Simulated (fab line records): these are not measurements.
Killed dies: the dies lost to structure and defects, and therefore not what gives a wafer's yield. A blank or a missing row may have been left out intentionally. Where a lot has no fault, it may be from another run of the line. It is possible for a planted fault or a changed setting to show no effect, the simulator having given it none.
Matching of chambers -- flow gf180mcu -- 4 sister chambers for GF_V4_CMP_04 on cmp-02
The step polishes SiO2. 4 wafers are shown with their chamber, then 7 later ones without.

## EACH WAFER AND ITS CHAMBER
wafer,chamber,motor-current-A (A)
L234.3,1,13.3
L237.2,2,12.9
L238.1,0,9.6
L238.3,3,10.8

## WAFERS WHOSE CHAMBER IS MISSING
wafer,motor-current-A (A)
L238.6,10.4
L239.1,13.2
L239.4,9.5
L239.6,8.9
L242.1,13.2
L242.4,10.2
L242.6,13.7

## EACH ONE'S CHAMBER
wafer,from the rows above,in truth
L238.6,can't be placed: 3 or 0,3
L239.1,can't be placed: 1 or 2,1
L239.4,0,0
L239.6,0,0
L242.1,can't be placed: 1 or 2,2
L242.4,can't be placed: 0 or 3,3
L242.6,can't be placed: 1 or 2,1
Placed correctly: 2 of 7. From these rows, 5 cannot be placed; in 5 the true chamber is one of the candidates. 0 placed wrongly.
How it was worked out, from the rows above alone: a wafer's distance from a chamber is the root of the sum, over the readings, of the square of ((its reading less the chamber's mean) divided by the reading's scatter). The wafer belongs to the nearest chamber; if the next one is less than 2 further off, it can't be placed. Each chamber's mean is taken over the wafers shown for it. The scatter (one wafer shown for each chamber): square how far every hidden wafer sits from the nearest shown wafer, average those squares and take the square root.
